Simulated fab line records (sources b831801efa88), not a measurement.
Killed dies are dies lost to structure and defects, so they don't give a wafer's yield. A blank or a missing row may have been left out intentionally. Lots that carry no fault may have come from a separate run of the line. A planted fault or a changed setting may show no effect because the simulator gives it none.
Check of tool commonality    flow gf180mcu    Sampled: 13 lots, 39 wafers

WHY THIS WAS OPENED
At GF_SALICIDE_RS_MEAS_04 the reading SALICIDE_TIN_RS is flagged on 3 of 13 lots. No-fault wafers: 16.21 ohm/sq, standard deviation 0.28.
Rule: a lot gets a flag if all its wafers with a number sit over 4 standard deviations from that mean, or if no wafer of it has a number. The other lots count as sound.

lot   measured      on             SALICIDE_TIN_RS (ohm/sq), wafer by wafer  flag
L843  day 15 17:52  film metro-02  16.19 15.78 16.11                         
L846  day 17 08:24  film metro-03  15.95 16.12 16.11                         
L848  day 17 16:25  film metro-04  16.50 16.35 16.44                         
L849  day 18 08:26  film metro-03  16.35 16.78 16.72                         
L851  day 19 01:38  film metro-03  16.05 16.09 15.93                         
L852  day 19 10:06  film metro-02  15.74 15.76 16.13                         
L853  day 19 14:11  film metro-02  57.20 57.62 58.08                         FLAGGED
L854  day 19 23:48  film metro-04  56.19 56.57 55.60                         FLAGGED
L855  day 20 03:04  film metro-04  57.03 57.11 58.05                         FLAGGED
L856  day 20 16:26  film metro-03  16.49 16.07 16.55                         
L862  day 22 11:02  film metro-03  16.15 16.71 16.40                         
L863  day 22 21:20  film metro-03  16.09 16.47 16.49                         
L864  day 23 04:56  film metro-03  16.17 16.62 16.73                         
Averaged over the flagged lots the numbers come to 57.05 ohm/sq, +40.84 ohm/sq from the usual (+99 or more standard deviations).

WHICH TOOL EACH LOT WENT THROUGH
The record holds 1 process step before the reading, out of a route of 602 steps. Every cell lists first the tool, next ch and the chambers used by the sampled wafers, and last the start.
lot   flag     GF_SALICIDE_SPUTTER_02
L843           pvd sputter-02, day 15 17:46
L846           pvd sputter-04, day 17 08:21
L848           pvd sputter-03, day 17 16:22
L849           pvd sputter-03, day 18 08:22
L851           pvd sputter-03, day 19 01:35
L852           pvd sputter-02, day 19 10:02
L853  FLAGGED  pvd sputter-03, day 19 14:05
L854  FLAGGED  pvd sputter-04, day 19 23:45
L855  FLAGGED  pvd sputter-02, day 20 02:58
L856           pvd sputter-02, day 20 16:22
L862           pvd sputter-02, day 22 10:57
L863           pvd sputter-04, day 22 21:14
L864           pvd sputter-03, day 23 04:53
What the steps here do:
- GF_SALICIDE_SPUTTER_02: material Co, target thk 10 nm, time 20 s.
- GF_SALICIDE_RS_MEAS_04: measures by four-point-probe.

FLAGGED AGAINST TOTAL, ONE TOOL AT A TIME (gauges that did the reading follow at the end)
step                    tool            lots run  flagged  share of the flagged lots  sound lots run after its first flagged lot
GF_SALICIDE_SPUTTER_02  pvd sputter-02  5         1        some                       2 (L856,L862)
GF_SALICIDE_SPUTTER_02  pvd sputter-03  5         1        some                       1 (L864)
GF_SALICIDE_SPUTTER_02  pvd sputter-04  3         1        some                       1 (L863)
GF_SALICIDE_RS_MEAS_04  film metro-02   3         1        some                       0
GF_SALICIDE_RS_MEAS_04  film metro-03   7         0        none                       -
GF_SALICIDE_RS_MEAS_04  film metro-04   3         2        some                       0

WHAT THE TABLE ALLOWS
No row of the table ran every flagged lot.

WHAT THE SIMULATOR PUT IN
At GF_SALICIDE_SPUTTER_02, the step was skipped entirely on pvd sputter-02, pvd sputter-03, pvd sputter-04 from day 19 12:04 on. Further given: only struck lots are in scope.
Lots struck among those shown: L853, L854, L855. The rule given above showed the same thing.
